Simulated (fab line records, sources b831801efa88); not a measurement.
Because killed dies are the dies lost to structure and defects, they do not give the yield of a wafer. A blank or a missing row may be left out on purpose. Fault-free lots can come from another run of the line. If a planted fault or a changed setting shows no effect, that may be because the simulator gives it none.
Matching of chambers | flow gf180mcu | cmp-01 running GF_CONTACT_CMP_04: 4 sister chambers
The step polishes SiO2. 4 wafers are shown with their chamber, then 8 later ones without.

== WAFERS PAIRED WITH THEIR CHAMBERS ==
wafer  | chamber | motor_current_A (A)
L684.6 | 1       | 13.0
L687.3 | 0       | 11.5
L687.4 | 2       | 12.0
L691.1 | 3       | 14.8

== WAFERS WITHOUT THEIR CHAMBER ==
wafer  | motor_current_A (A)
L691.2 | 11.0
L691.6 | 13.2
L692.2 | 12.7
L692.3 | 11.2
L692.6 | 12.1
L693.3 | 10.8
L693.5 | 11.8
L693.6 | 13.6

== WHICH CHAMBER EACH ONE RAN IN ==
wafer  | from the rows above          | in truth
L691.2 | can't be placed: 0 or 2      | 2
L691.6 | 1                            | 1
L692.2 | can't be placed: 1 or 2      | 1
L692.3 | can't be placed: 0 or 2      | 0
L692.6 | can't be placed: 2 or 0 or 1 | 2
L693.3 | can't be placed: 0 or 2      | 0
L693.5 | can't be placed: 2 or 0      | 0
L693.6 | can't be placed: 1 or 3      | 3
Correct placement for 1 of the 8. Can't be placed from these rows: 7 (the true chamber is among the candidates in 7). 0 placed wrongly.
How it was worked out, from the rows above alone: a wafer's distance from a chamber is the root of the sum, over the readings, of the square of ((its reading less the chamber's mean) divided by the reading's scatter). The wafer belongs to the nearest chamber; if the next one is less than 2 further off, it can't be placed. A chamber's mean is the mean of its shown wafers. The scatter: with one shown wafer a chamber, the root of the mean of the squares of how far each hidden wafer lies from its nearest shown one.
